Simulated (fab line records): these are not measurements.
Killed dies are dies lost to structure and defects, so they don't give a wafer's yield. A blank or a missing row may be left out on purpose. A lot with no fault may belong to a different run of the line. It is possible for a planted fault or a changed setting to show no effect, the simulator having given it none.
fab line records :: flow sky130
record
  lots=6
  wafers=18
  lastDay=50
route steps=708 shown VT_ADJUST_LVTN@105 PAD_OPEN@708
lots that met no fault: taken from a fault-free run of the same line
startH: hours from the record's first day to the start of the lot's first wafer shown :: waitH: hours from the lot's prior step to this one :: " identical to the entry in the row above :: L1.1+2: one row covering several wafers at once :: - no value, or no start given :: * or withheld: withheld :: < > ~ a bound
route shown NAME@n: NAME is a module with steps in the file, n the number in the route of the first one :: usual: mean and standard deviation over wafers with no fault :: same: alike in all rows :: chamber/n: place in a boat :: sites: per-site readings :: _std_site: standard deviation of those values :: _edge_site: inner sites' mean taken away from outer sites' mean :: radiusMm: for every site, how far away it sits from the centre of the wafer :: mask NAME#n: copy n :: behind: the last tool/chamber to shape the wafer :: hold: the reason the lot was held/the length of the hold in hours/how it ended :: device: the n, p or np transistor that did not switch :: end of line: the tests these same wafers got at the end of their route :: a step without rows: its recipe alone :: killed: at the first sort, the dies lost to defects and structure; wafer yield is something else :: map: per-die view of a wafer (x killed, . not killed, _ where there is no die)
set.NAME: setting as actually run; set.NAME@STEP: the setting as run at that earlier step :: model.NAME: the simulator's own value behind a step, which no gauge read
a table for each step, a row for each wafer; lots at some steps of the route
services: the hour from which a tool's chamber was out of use, counted from the record's first day as startH (under 0 if before that day), plus the number of hours and why
## steps
# step SKY_VT_ADJUST_LVTN_IMPLANT_08
# recipe
  species=B
  energyKev=30
  doseCm2=1.57e+12
  tiltDeg=withheld
# step SKY_VT_ADJUST_LVTN_STRIP_09
# recipe
  chemistry=O2/N2
  powerW=1400
  pressureMtorr=1500
  platenTempC=withheld
  o2FlowSccm=3000
  n2FlowSccm=300
  overashFraction=0.5
# usual
  chamberPressureMTorr=1500.1/1.3
  drypumpMotorCurrentA=5.34/0.21
  o2FlowSccm=3002/9.4
  oesProductAu=0.723/0.0046
  stripTimeToEndpointS=36.91/0.11
lot.wafer: L760.2
tool: plasmaAsher-03
chamber: 0
startH: 150.38
waitH: 0.1
chamberPressureMTorr: 1499.6
drypumpMotorCurrentA: 5.35
o2FlowSccm: 3000
oesProductAu: 0.726
rfHoursCounterH: 48
stripTimeToEndpointS: 37.13

lot.wafer: L760.3
tool: plasmaAsher-03
chamber: 1
startH: 150.38
waitH: 0.1
chamberPressureMTorr: 1501.4
drypumpMotorCurrentA: 5.57
o2FlowSccm: 2993
oesProductAu: 0.730
rfHoursCounterH: -
stripTimeToEndpointS: 37.02

lot.wafer: L760.6
tool: plasmaAsher-03
chamber: 1
startH: 150.38
waitH: 0.1
chamberPressureMTorr: 1500.5
drypumpMotorCurrentA: 5.59
o2FlowSccm: 2997
oesProductAu: 0.726
rfHoursCounterH: -
stripTimeToEndpointS: 37.09

lot.wafer: L766.1
tool: plasmaAsher-03
chamber: 1
startH: 186.48
waitH: 0.1
chamberPressureMTorr: 1499.3
drypumpMotorCurrentA: 5.57
o2FlowSccm: 3001
oesProductAu: 0.725
rfHoursCounterH: 52
stripTimeToEndpointS: 36.96

lot.wafer: L766.3
tool: plasmaAsher-03
chamber: 0
startH: 186.48
waitH: 0.1
chamberPressureMTorr: 1501.2
drypumpMotorCurrentA: 5.36
o2FlowSccm: 3010
oesProductAu: 0.724
rfHoursCounterH: -
stripTimeToEndpointS: 36.97

lot.wafer: L766.4
tool: plasmaAsher-03
chamber: 1
startH: 186.48
waitH: 0.1
chamberPressureMTorr: 1498.6
drypumpMotorCurrentA: 5.58
o2FlowSccm: 3004
oesProductAu: 0.725
rfHoursCounterH: -
stripTimeToEndpointS: 37.03

lot.wafer: L776.2
tool: plasmaAsher-04
chamber: 1
startH: 255.75
waitH: 0.1
chamberPressureMTorr: 1495.9
drypumpMotorCurrentA: 4.95
o2FlowSccm: 3007
oesProductAu: 0.715
rfHoursCounterH: 44
stripTimeToEndpointS: 36.80

lot.wafer: L776.5
tool: plasmaAsher-04
chamber: 0
startH: 255.75
waitH: 0.1
chamberPressureMTorr: 1501.6
drypumpMotorCurrentA: 5.46
o2FlowSccm: 3025
oesProductAu: 0.725
rfHoursCounterH: -
stripTimeToEndpointS: 36.82

lot.wafer: L776.6
tool: plasmaAsher-04
chamber: 1
startH: 255.75
waitH: 0.1
chamberPressureMTorr: 1503.4
drypumpMotorCurrentA: 4.95
o2FlowSccm: 3009
oesProductAu: 0.723
rfHoursCounterH: -
stripTimeToEndpointS: 36.76

lot.wafer: L777.3
tool: plasmaAsher-04
chamber: 1
startH: 263.15
waitH: 0.1
chamberPressureMTorr: 1499.4
drypumpMotorCurrentA: 4.95
o2FlowSccm: 3007
oesProductAu: 0.713
rfHoursCounterH: -
stripTimeToEndpointS: 36.85

lot.wafer: L777.4
tool: plasmaAsher-04
chamber: 0
startH: 263.15
waitH: 0.1
chamberPressureMTorr: 1498.4
drypumpMotorCurrentA: 5.47
o2FlowSccm: 2992
oesProductAu: 0.726
rfHoursCounterH: -
stripTimeToEndpointS: 36.92

lot.wafer: L777.5
tool: plasmaAsher-04
chamber: 1
startH: 263.15
waitH: 0.1
chamberPressureMTorr: 1501.6
drypumpMotorCurrentA: 4.94
o2FlowSccm: 3005
oesProductAu: 0.721
rfHoursCounterH: -
stripTimeToEndpointS: 36.99

lot.wafer: L779.2
tool: plasmaAsher-03
chamber: 0
startH: 269.92
waitH: 0.1
chamberPressureMTorr: 1497.6
drypumpMotorCurrentA: 5.34
o2FlowSccm: 3008
oesProductAu: 0.722
rfHoursCounterH: 60
stripTimeToEndpointS: 37.01

lot.wafer: L779.4
tool: plasmaAsher-03
chamber: 0
startH: 269.92
waitH: 0.1
chamberPressureMTorr: 1500.7
drypumpMotorCurrentA: 5.37
o2FlowSccm: 2998
oesProductAu: 0.720
rfHoursCounterH: -
stripTimeToEndpointS: 36.96

lot.wafer: L779.5
tool: plasmaAsher-03
chamber: 1
startH: 269.92
waitH: 0.1
chamberPressureMTorr: 1499.3
drypumpMotorCurrentA: 5.56
o2FlowSccm: 2986
oesProductAu: 0.715
rfHoursCounterH: -
stripTimeToEndpointS: 36.92

lot.wafer: L781.1
tool: plasmaAsher-04
chamber: 1
startH: 289.32
waitH: 0.1
chamberPressureMTorr: 1498.4
drypumpMotorCurrentA: 4.96
o2FlowSccm: 2990
oesProductAu: 0.725
rfHoursCounterH: 47
stripTimeToEndpointS: 37.03

lot.wafer: L781.3
tool: plasmaAsher-04
chamber: 1
startH: 289.32
waitH: 0.1
chamberPressureMTorr: 1500.2
drypumpMotorCurrentA: 4.93
o2FlowSccm: 3002
oesProductAu: 0.719
rfHoursCounterH: -
stripTimeToEndpointS: 36.93

lot.wafer: L781.4
tool: plasmaAsher-04
chamber: 0
startH: 289.32
waitH: 0.1
chamberPressureMTorr: 1501.5
drypumpMotorCurrentA: 5.45
o2FlowSccm: 3018
oesProductAu: 0.716
rfHoursCounterH: -
stripTimeToEndpointS: 37.05
# step SKY_VT_ADJUST_LVTN_TW_MEAS_10
# usual
  VT_ADJUST_LVTN_TW=240.1/1.3
lot.wafer: L760.2
tool: filmMetro-03
chamber: -
startH: 150.49
waitH: 0.1
VT_ADJUST_LVTN_TW: 240.7

lot.wafer: L760.3
tool: filmMetro-03
chamber: -
startH: 150.49
waitH: 0.1
VT_ADJUST_LVTN_TW: 239.8

lot.wafer: L760.6
tool: filmMetro-03
chamber: -
startH: 150.49
waitH: 0.1
VT_ADJUST_LVTN_TW: 239.1

lot.wafer: L766.1
tool: filmMetro-03
chamber: -
startH: 186.58
waitH: 0.1
VT_ADJUST_LVTN_TW: 241.7

lot.wafer: L766.3
tool: filmMetro-03
chamber: -
startH: 186.58
waitH: 0.1
VT_ADJUST_LVTN_TW: 241.2

lot.wafer: L766.4
tool: filmMetro-03
chamber: -
startH: 186.58
waitH: 0.1
VT_ADJUST_LVTN_TW: 242.6

lot.wafer: L776.2
tool: filmMetro-02
chamber: -
startH: 255.86
waitH: 0.1
VT_ADJUST_LVTN_TW: 240.4

lot.wafer: L776.5
tool: filmMetro-02
chamber: -
startH: 255.86
waitH: 0.1
VT_ADJUST_LVTN_TW: 241.6

lot.wafer: L776.6
tool: filmMetro-02
chamber: -
startH: 255.86
waitH: 0.1
VT_ADJUST_LVTN_TW: 241.0

lot.wafer: L777.3
tool: filmMetro-02
chamber: -
startH: 263.24
waitH: 0.1
VT_ADJUST_LVTN_TW: 239.7

lot.wafer: L777.4
tool: filmMetro-02
chamber: -
startH: 263.24
waitH: 0.1
VT_ADJUST_LVTN_TW: 240.3

lot.wafer: L777.5
tool: filmMetro-02
chamber: -
startH: 263.24
waitH: 0.1
VT_ADJUST_LVTN_TW: 240.5

lot.wafer: L779.2
tool: filmMetro-02
chamber: -
startH: 270.03
waitH: 0.1
VT_ADJUST_LVTN_TW: 241.1

lot.wafer: L779.4
tool: filmMetro-02
chamber: -
startH: 270.03
waitH: 0.1
VT_ADJUST_LVTN_TW: 241.7

lot.wafer: L779.5
tool: filmMetro-02
chamber: -
startH: 270.03
waitH: 0.1
VT_ADJUST_LVTN_TW: 240.1

lot.wafer: L781.1
tool: filmMetro-03
chamber: -
startH: 289.42
waitH: 0.1
VT_ADJUST_LVTN_TW: 240.1

lot.wafer: L781.3
tool: filmMetro-03
chamber: -
startH: 289.42
waitH: 0.1
VT_ADJUST_LVTN_TW: 239.9

lot.wafer: L781.4
tool: filmMetro-03
chamber: -
startH: 289.42
waitH: 0.1
VT_ADJUST_LVTN_TW: 240.2
# step SKY_VT_ADJUST_LVTN_DEHYDRATE_11
# recipe
  tempC=200
  timeS=60
# step SKY_VT_ADJUST_LVTN_HMDS_12
# recipe
  primeTimeS=60
  primeTempC=120
# step SKY_VT_ADJUST_LVTN_COAT_13
# recipe
  resist=NOVOLAK
  spinRpm=3000
  resistThkNm=1140
# step SKY_VT_ADJUST_LVTN_SOFTBAKE_14
# recipe
  tempC=90
  timeS=60
  resist=NOVOLAK
# step SKY_VT_ADJUST_LVTN_EXPOSE_15
# recipe
  maskId=HVN_STD_DERIVED
  na=0.6
  sourceShape=conventional
  sigmaOuter=0.6
  polarization=unpolarized
  targetCdNm=600
  doseMj=163
# step SKY_VT_ADJUST_LVTN_PEB_16
# recipe
  tempC=withheld
  timeS=*
  resist=NOVOLAK
# step SKY_VT_ADJUST_LVTN_DEVELOP_17
# recipe
  resist=NOVOLAK
  developer=TMAH
  developTimeS=60
  devTempC=23
# step SKY_VT_ADJUST_LVTN_OVL_MEAS_18
# usual
  VT_ADJUST_LVTN_01_OVL=-0.1/1.4
lot.wafer: L760.2
tool: overlay-02
chamber: -
startH: 170.14
waitH: 0.1
VT_ADJUST_LVTN_01_OVL[nm]: 1.4

lot.wafer: L760.3
tool: overlay-02
chamber: -
startH: 170.14
waitH: 0.1
VT_ADJUST_LVTN_01_OVL[nm]: 1.5

lot.wafer: L760.6
tool: overlay-02
chamber: -
startH: 170.14
waitH: 0.1
VT_ADJUST_LVTN_01_OVL[nm]: 1.1

lot.wafer: L766.1
tool: overlay-02
chamber: -
startH: 207.48
waitH: 0.1
VT_ADJUST_LVTN_01_OVL[nm]: -0.9

lot.wafer: L766.3
tool: overlay-02
chamber: -
startH: 207.48
waitH: 0.1
VT_ADJUST_LVTN_01_OVL[nm]: -1.8

lot.wafer: L766.4
tool: overlay-02
chamber: -
startH: 207.48
waitH: 0.1
VT_ADJUST_LVTN_01_OVL[nm]: -1.4

lot.wafer: L776.2
tool: overlay-01
chamber: -
startH: 280.49
waitH: 0.1
VT_ADJUST_LVTN_01_OVL[nm]: 2.7

lot.wafer: L776.5
tool: overlay-01
chamber: -
startH: 280.49
waitH: 0.1
VT_ADJUST_LVTN_01_OVL[nm]: 2.2

lot.wafer: L776.6
tool: overlay-01
chamber: -
startH: 280.49
waitH: 0.1
VT_ADJUST_LVTN_01_OVL[nm]: 0.7

lot.wafer: L777.3
tool: overlay-01
chamber: -
startH: 285.97
waitH: 0.1
VT_ADJUST_LVTN_01_OVL[nm]: 3.5

lot.wafer: L777.4
tool: overlay-01
chamber: -
startH: 285.97
waitH: 0.1
VT_ADJUST_LVTN_01_OVL[nm]: 1.3

lot.wafer: L777.5
tool: overlay-01
chamber: -
startH: 285.97
waitH: 0.1
VT_ADJUST_LVTN_01_OVL[nm]: 1.1

lot.wafer: L779.2
tool: overlay-02
chamber: -
startH: 294.14
waitH: 0.1
VT_ADJUST_LVTN_01_OVL[nm]: -2.6

lot.wafer: L779.4
tool: overlay-02
chamber: -
startH: 294.14
waitH: 0.1
VT_ADJUST_LVTN_01_OVL[nm]: -2.3

lot.wafer: L779.5
tool: overlay-02
chamber: -
startH: 294.14
waitH: 0.1
VT_ADJUST_LVTN_01_OVL[nm]: -1.9

lot.wafer: L781.1
tool: overlay-01
chamber: -
startH: 314.14
waitH: 0.1
VT_ADJUST_LVTN_01_OVL[nm]: 1.3

lot.wafer: L781.3
tool: overlay-01
chamber: -
startH: 314.14
waitH: 0.1
VT_ADJUST_LVTN_01_OVL[nm]: 0.4

lot.wafer: L781.4
tool: overlay-01
chamber: -
startH: 314.14
waitH: 0.1
VT_ADJUST_LVTN_01_OVL[nm]: 0.0
# step SKY_VT_ADJUST_LVTN_IMPLANT_19
# recipe
  species=B
  energyKev=30
  doseCm2=6.5e+11
  tiltDeg=withheld
# step SKY_VT_ADJUST_LVTN_STRIP_20
# recipe
  chemistry=O2/N2
  powerW=1400
  pressureMtorr=1500
  platenTempC=withheld
  o2FlowSccm=3000
  n2FlowSccm=300
  overashFraction=0.5
# usual
  chamberPressureMTorr=1500.2/1.5
  drypumpMotorCurrentA=5.36/0.17
  o2FlowSccm=3001/9.2
  oesProductAu=0.716/0.0042
  stripTimeToEndpointS=14.18/0.039
lot.wafer: L760.2
tool: plasmaAsher-04
chamber: 1
startH: 170.32
waitH: 0.1
chamberPressureMTorr: 1499.6
drypumpMotorCurrentA: 4.92
o2FlowSccm: 3009
oesProductAu: 0.720
rfHoursCounterH: 36
stripTimeToEndpointS: 14.21

lot.wafer: L760.3
tool: plasmaAsher-04
chamber: 1
startH: 170.32
waitH: 0.1
chamberPressureMTorr: 1501.3
drypumpMotorCurrentA: 4.92
o2FlowSccm: 3000
oesProductAu: 0.717
rfHoursCounterH: -
stripTimeToEndpointS: 14.20

lot.wafer: L760.6
tool: plasmaAsher-04
chamber: 0
startH: 170.32
waitH: 0.1
chamberPressureMTorr: 1500.9
drypumpMotorCurrentA: 5.46
o2FlowSccm: 2998
oesProductAu: 0.715
rfHoursCounterH: -
stripTimeToEndpointS: 14.20

lot.wafer: L766.1
tool: plasmaAsher-03
chamber: 1
startH: 207.67
waitH: 0.1
chamberPressureMTorr: 1501.7
drypumpMotorCurrentA: 5.56
o2FlowSccm: 3018
oesProductAu: 0.718
rfHoursCounterH: 54
stripTimeToEndpointS: 14.18

lot.wafer: L766.3
tool: plasmaAsher-03
chamber: 1
startH: 207.67
waitH: 0.1
chamberPressureMTorr: 1497.3
drypumpMotorCurrentA: 5.56
o2FlowSccm: 3008
oesProductAu: 0.716
rfHoursCounterH: -
stripTimeToEndpointS: 14.21

lot.wafer: L766.4
tool: plasmaAsher-03
chamber: 0
startH: 207.67
waitH: 0.1
chamberPressureMTorr: 1501.2
drypumpMotorCurrentA: 5.35
o2FlowSccm: 3009
oesProductAu: 0.714
rfHoursCounterH: -
stripTimeToEndpointS: 14.22

lot.wafer: L776.2
tool: plasmaAsher-03
chamber: 0
startH: 280.67
waitH: 0.1
chamberPressureMTorr: 1499.9
drypumpMotorCurrentA: 5.37
o2FlowSccm: 3001
oesProductAu: 0.721
rfHoursCounterH: 61
stripTimeToEndpointS: 14.11

lot.wafer: L776.5
tool: plasmaAsher-03
chamber: 1
startH: 280.67
waitH: 0.1
chamberPressureMTorr: 1501.6
drypumpMotorCurrentA: 5.55
o2FlowSccm: 3595
oesProductAu: 0.722
rfHoursCounterH: -
stripTimeToEndpointS: 13.95

lot.wafer: L776.6
tool: plasmaAsher-03
chamber: 0
startH: 280.67
waitH: 0.1
chamberPressureMTorr: 1500.3
drypumpMotorCurrentA: 5.36
o2FlowSccm: 2998
oesProductAu: 0.714
rfHoursCounterH: -
stripTimeToEndpointS: 14.14

lot.wafer: L777.3
tool: plasmaAsher-03
chamber: 0
startH: 286.18
waitH: 0.1
chamberPressureMTorr: 1500.0
drypumpMotorCurrentA: 5.38
o2FlowSccm: 2991
oesProductAu: 0.720
rfHoursCounterH: -
stripTimeToEndpointS: 14.11

lot.wafer: L777.4
tool: plasmaAsher-03
chamber: 1
startH: 286.18
waitH: 0.1
chamberPressureMTorr: 1502.2
drypumpMotorCurrentA: 5.59
o2FlowSccm: 3605
oesProductAu: 0.722
rfHoursCounterH: -
stripTimeToEndpointS: 14.03

lot.wafer: L777.5
tool: plasmaAsher-03
chamber: 0
startH: 286.18
waitH: 0.1
chamberPressureMTorr: 1502.9
drypumpMotorCurrentA: 5.37
o2FlowSccm: 3001
oesProductAu: 0.711
rfHoursCounterH: -
stripTimeToEndpointS: 14.15

lot.wafer: L779.2
tool: plasmaAsher-02
chamber: 0
startH: 294.32
waitH: 0.1
chamberPressureMTorr: 1499.6
drypumpMotorCurrentA: 5.29
o2FlowSccm: 2996
oesProductAu: 0.711
rfHoursCounterH: 60
stripTimeToEndpointS: 14.17

lot.wafer: L779.4
tool: plasmaAsher-02
chamber: 1
startH: 294.32
waitH: 0.1
chamberPressureMTorr: 1498.3
drypumpMotorCurrentA: 5.37
o2FlowSccm: 2997
oesProductAu: 0.715
rfHoursCounterH: -
stripTimeToEndpointS: 14.19

lot.wafer: L779.5
tool: plasmaAsher-02
chamber: 0
startH: 294.32
waitH: 0.1
chamberPressureMTorr: 1499.4
drypumpMotorCurrentA: 5.29
o2FlowSccm: 2997
oesProductAu: 0.715
rfHoursCounterH: -
stripTimeToEndpointS: 14.20

lot.wafer: L781.1
tool: plasmaAsher-02
chamber: 1
startH: 314.32
waitH: 0.1
chamberPressureMTorr: 1498.6
drypumpMotorCurrentA: 5.36
o2FlowSccm: 2989
oesProductAu: 0.704
rfHoursCounterH: 62
stripTimeToEndpointS: 14.15

lot.wafer: L781.3
tool: plasmaAsher-02
chamber: 0
startH: 314.32
waitH: 0.1
chamberPressureMTorr: 1503.3
drypumpMotorCurrentA: 5.31
o2FlowSccm: 3011
oesProductAu: 0.725
rfHoursCounterH: -
stripTimeToEndpointS: 14.13

lot.wafer: L781.4
tool: plasmaAsher-02
chamber: 1
startH: 314.32
waitH: 0.1
chamberPressureMTorr: 1500.7
drypumpMotorCurrentA: 5.35
o2FlowSccm: 2985
oesProductAu: 0.712
rfHoursCounterH: -
stripTimeToEndpointS: 14.12
# step SKY_VT_ADJUST_LVTN_TW_MEAS_21
# usual
  VT_ADJUST_LVTN_2_TW=187.0/0.99
lot.wafer: L760.2
tool: filmMetro-02
chamber: -
startH: 170.43
waitH: 0.1
VT_ADJUST_LVTN_2_TW: 187.1

lot.wafer: L760.3
tool: filmMetro-02
chamber: -
startH: 170.43
waitH: 0.1
VT_ADJUST_LVTN_2_TW: 186.7

lot.wafer: L760.6
tool: filmMetro-02
chamber: -
startH: 170.43
waitH: 0.1
VT_ADJUST_LVTN_2_TW: 185.9

lot.wafer: L766.1
tool: filmMetro-03
chamber: -
startH: 207.77
waitH: 0.1
VT_ADJUST_LVTN_2_TW: 188.4

lot.wafer: L766.3
tool: filmMetro-03
chamber: -
startH: 207.77
waitH: 0.1
VT_ADJUST_LVTN_2_TW: 188.1

lot.wafer: L766.4
tool: filmMetro-03
chamber: -
startH: 207.77
waitH: 0.1
VT_ADJUST_LVTN_2_TW: 187.2

lot.wafer: L776.2
tool: filmMetro-01
chamber: -
startH: 280.78
waitH: 0.1
VT_ADJUST_LVTN_2_TW: 185.5

lot.wafer: L776.5
tool: filmMetro-01
chamber: -
startH: 280.78
waitH: 0.1
VT_ADJUST_LVTN_2_TW: 185.9

lot.wafer: L776.6
tool: filmMetro-01
chamber: -
startH: 280.78
waitH: 0.1
VT_ADJUST_LVTN_2_TW: 185.9

lot.wafer: L777.3
tool: filmMetro-01
chamber: -
startH: 286.27
waitH: 0.1
VT_ADJUST_LVTN_2_TW: 185.0

lot.wafer: L777.4
tool: filmMetro-01
chamber: -
startH: 286.27
waitH: 0.1
VT_ADJUST_LVTN_2_TW: 185.4

lot.wafer: L777.5
tool: filmMetro-01
chamber: -
startH: 286.27
waitH: 0.1
VT_ADJUST_LVTN_2_TW: 186.9

lot.wafer: L779.2
tool: filmMetro-03
chamber: -
startH: 294.43
waitH: 0.1
VT_ADJUST_LVTN_2_TW: 187.7

lot.wafer: L779.4
tool: filmMetro-03
chamber: -
startH: 294.43
waitH: 0.1
VT_ADJUST_LVTN_2_TW: 188.2

lot.wafer: L779.5
tool: filmMetro-03
chamber: -
startH: 294.43
waitH: 0.1
VT_ADJUST_LVTN_2_TW: 188.9

lot.wafer: L781.1
tool: filmMetro-01
chamber: -
startH: 314.42
waitH: 0.1
VT_ADJUST_LVTN_2_TW: 188.7

lot.wafer: L781.3
tool: filmMetro-01
chamber: -
startH: 314.42
waitH: 0.1
VT_ADJUST_LVTN_2_TW: 188.8

lot.wafer: L781.4
tool: filmMetro-01
chamber: -
startH: 314.42
waitH: 0.1
VT_ADJUST_LVTN_2_TW: 187.9
# step SKY_PAD_OPEN_PROBE_99
# usual
  killed_at_M0_to_M3=43/7.2
  killed_at_M4_up=3.0/1.7
  killedAtContacts=24/5.3
  killedAtFrontEnd=15/4.6
  killedAtOther=0.3/0.5
  killedDies=85/10
  killedOpen=46/7.2
  killedShort=39/6.4
# same
  grossDies=492
  killedAtBackSide=0
lot.wafer: L760.2
tool: prober-01
chamber: -
startH: 1083.80
waitH: 0.1
killed_at_M0_to_M3: 39
killed_at_M4_up: 6
killedAtContacts: 26
killedAtFrontEnd: 9
killedAtOther: 1
killedDies: 81
killedOpen: 39
killedShort: 42

lot.wafer: L760.3
tool: prober-01
chamber: -
startH: 1083.85
waitH: 0.2
killed_at_M0_to_M3: 39
killed_at_M4_up: 2
killedAtContacts: 21
killedAtFrontEnd: 12
killedAtOther: 0
killedDies: 74
killedOpen: 40
killedShort: 34

lot.wafer: L760.6
tool: prober-01
chamber: -
startH: 1084.00
waitH: 0.2
killed_at_M0_to_M3: 52
killed_at_M4_up: 1
killedAtContacts: 21
killedAtFrontEnd: 11
killedAtOther: 0
killedDies: 85
killedOpen: 48
killedShort: 37

lot.wafer: L766.1
tool: prober-01
chamber: -
startH: 1115.66
waitH: 0.1
killed_at_M0_to_M3: 52
killed_at_M4_up: 3
killedAtContacts: 23
killedAtFrontEnd: 16
killedAtOther: 0
killedDies: 94
killedOpen: 45
killedShort: 49

lot.wafer: L766.3
tool: prober-01
chamber: -
startH: 1115.76
waitH: 0.2
killed_at_M0_to_M3: 34
killed_at_M4_up: 4
killedAtContacts: 22
killedAtFrontEnd: 12
killedAtOther: 0
killedDies: 72
killedOpen: 35
killedShort: 37

lot.wafer: L766.4
tool: prober-01
chamber: -
startH: 1115.81
waitH: 0.2
killed_at_M0_to_M3: 39
killed_at_M4_up: 4
killedAtContacts: 32
killedAtFrontEnd: 10
killedAtOther: 0
killedDies: 85
killedOpen: 44
killedShort: 41

lot.wafer: L776.2
tool: prober-01
chamber: -
startH: 1176.56
waitH: 0.1
killed_at_M0_to_M3: 45
killed_at_M4_up: 1
killedAtContacts: 28
killedAtFrontEnd: 12
killedAtOther: 1
killedDies: 87
killedOpen: 46
killedShort: 41

lot.wafer: L776.5
tool: prober-01
chamber: -
startH: 1176.71
waitH: 0.2
killed_at_M0_to_M3: 51
killed_at_M4_up: 4
killedAtContacts: 27
killedAtFrontEnd: 11
killedAtOther: 0
killedDies: 93
killedOpen: 53
killedShort: 40

lot.wafer: L776.6
tool: prober-01
chamber: -
startH: 1176.76
waitH: 0.2
killed_at_M0_to_M3: 31
killed_at_M4_up: 4
killedAtContacts: 35
killedAtFrontEnd: 10
killedAtOther: 0
killedDies: 80
killedOpen: 47
killedShort: 33

lot.wafer: L781.1
tool: prober-02
chamber: -
startH: 1193.45
waitH: 0.1
killed_at_M0_to_M3: 38
killed_at_M4_up: 2
killedAtContacts: 23
killedAtFrontEnd: 9
killedAtOther: 0
killedDies: 72
killedOpen: 33
killedShort: 39

lot.wafer: L781.3
tool: prober-02
chamber: -
startH: 1193.55
waitH: 0.2
killed_at_M0_to_M3: 32
killed_at_M4_up: 3
killedAtContacts: 29
killedAtFrontEnd: 10
killedAtOther: 0
killedDies: 74
killedOpen: 37
killedShort: 37

lot.wafer: L781.4
tool: prober-02
chamber: -
startH: 1193.60
waitH: 0.2
killed_at_M0_to_M3: 49
killed_at_M4_up: 1
killedAtContacts: 13
killedAtFrontEnd: 6
killedAtOther: 0
killedDies: 69
killedOpen: 37
killedShort: 32
# killed by level:class
L760.2 METAL4:geometricParticle:short=6 CONTACT:geometricParticle:open=6 VIA1:geometricParticle:open=6 VIA2:geometricParticle:open=6 LI_CONTACT:geometricParticle:open=5 LI_CONTACT:geometricParticle:short=5 METAL1:geometricParticle:short=5 VIA3:geometricParticle:open=5
L760.3 VIA3:geometricParticle:open=8 VIA2:geometricParticle:open=6 LI_CONTACT:geometricParticle:open=5 VIA1:geometricParticle:open=5 METAL1:geometricParticle:short=5 VIA3:geometricParticle:short=5 LOCAL_INTERCONNECT:geometricParticle:short=4 CONTACT:geometricParticle:open=4
L760.6 VIA2:geometricParticle:open=10 VIA3:geometricParticle:open=9 VIA1:geometricParticle:open=9 METAL1:geometricParticle:short=7 METAL2:geometricParticle:short=5 CONTACT:geometricParticle:open=5 CONTACT:geometricParticle:short=5 LI_CONTACT:geometricParticle:open=4
L766.1 METAL2:geometricParticle:short=9 VIA3:geometricParticle:open=9 VIA2:geometricParticle:open=8 METAL1:geometricParticle:short=7 VIA1:geometricParticle:open=7 LI_CONTACT:geometricParticle:open=6 LOCAL_INTERCONNECT:geometricParticle:short=6 POLY_GATE:geometricParticle:short=5
L766.3 VIA1:geometricParticle:short=10 CONTACT:geometricParticle:open=7 LI_CONTACT:geometricParticle:open=6 LOCAL_INTERCONNECT:geometricParticle:short=6 FIELD_ISO:geometricParticle:open=5 VIA1:geometricParticle:open=5 METAL4:geometricParticle:short=4 VIA3:geometricParticle:open=4
L766.4 VIA1:geometricParticle:open=10 LI_CONTACT:geometricParticle:open=8 VIA3:geometricParticle:open=7 LI_CONTACT:geometricParticle:short=7 CONTACT:geometricParticle:open=7 FIELD_ISO:geometricParticle:open=6 LOCAL_INTERCONNECT:geometricParticle:short=6 METAL3:geometricParticle:short=5
L776.2 CONTACT:geometricParticle:open=9 VIA1:geometricParticle:open=8 VIA3:geometricParticle:open=7 LI_CONTACT:geometricParticle:open=5 LOCAL_INTERCONNECT:geometricParticle:short=5 METAL1:geometricParticle:short=5 METAL2:geometricParticle:short=5 CONTACT:geometricParticle:short=4
L776.5 CONTACT:geometricParticle:open=12 VIA1:geometricParticle:open=11 METAL2:geometricParticle:short=10 VIA3:geometricParticle:open=7 VIA2:geometricParticle:open=6 LI_CONTACT:geometricParticle:open=5 LI_CONTACT:geometricParticle:short=4 VIA1:geometricParticle:short=4
L776.6 CONTACT:geometricParticle:open=13 LI_CONTACT:geometricParticle:open=7 VIA2:geometricParticle:open=7 VIA3:geometricParticle:open=7 VIA1:geometricParticle:open=6 CONTACT:geometricParticle:short=6 LOCAL_INTERCONNECT:geometricParticle:short=5 POLY_GATE:geometricParticle:open=4
L781.1 LI_CONTACT:geometricParticle:open=8 VIA2:geometricParticle:open=6 METAL3:geometricParticle:short=6 VIA1:geometricParticle:open=5 LOCAL_INTERCONNECT:geometricParticle:short=5 CONTACT:geometricParticle:open=5 VIA1:geometricParticle:short=5 METAL1:geometricParticle:short=4
L781.3 LI_CONTACT:geometricParticle:open=11 METAL2:geometricParticle:short=10 CONTACT:geometricParticle:open=6 LI_CONTACT:geometricParticle:short=4 VIA1:geometricParticle:open=4 VIA3:geometricParticle:open=4 FIELD_ISO:geometricParticle:short=3 POLY_GATE:geometricParticle:open=3
L781.4 VIA1:geometricParticle:open=15 VIA2:geometricParticle:open=6 METAL2:geometricParticle:short=6 VIA2:geometricParticle:short=5 VIA3:geometricParticle:open=5 CONTACT:geometricParticle:open=4 VIA3:geometricParticle:short=4 LOCAL_INTERCONNECT:geometricParticle:short=3
## services
tool: plasmaAsher-04
chamber: -
startH: 277.38
hours: 2.3
kind: repair
## key
firstSign
  step=SKY_VT_ADJUST_LVTN_STRIP_20
  reading=o2FlowSccm
  direction=up
  sigmas=65
  usual=3001
  struck=3600
effect
  step=SKY_VT_ADJUST_LVTN_STRIP_20
  reading=stripTimeToEndpointS
  direction=down
  sigmas=4.9
  usual=*
  struck=*
metAt SKY_VT_ADJUST_LVTN_STRIP_20
struckWafers L776.5,L777.4
testerLeftOut L776,L777
onsetBetween 207.67 280.67
fault
  kind=processParameterDrift
  tool=plasmaAsher-03
  chamber=1
  onsetH=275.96
  steps=SKY_VT_ADJUST_LVTN_STRIP_20
  channel=o2FlowSccm
  offset=600
  shape=step
  endH=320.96
  actsIn=theseRecipesOnly
  stated=3000
# testerLeftOut: of these lots the tester's yield and bins aren't shown, on N5 and GAA mostly nor the transistor test; their killed dies are dies lost to structure and defects alone, not to doping, threshold or leakage, so they don't give the yield
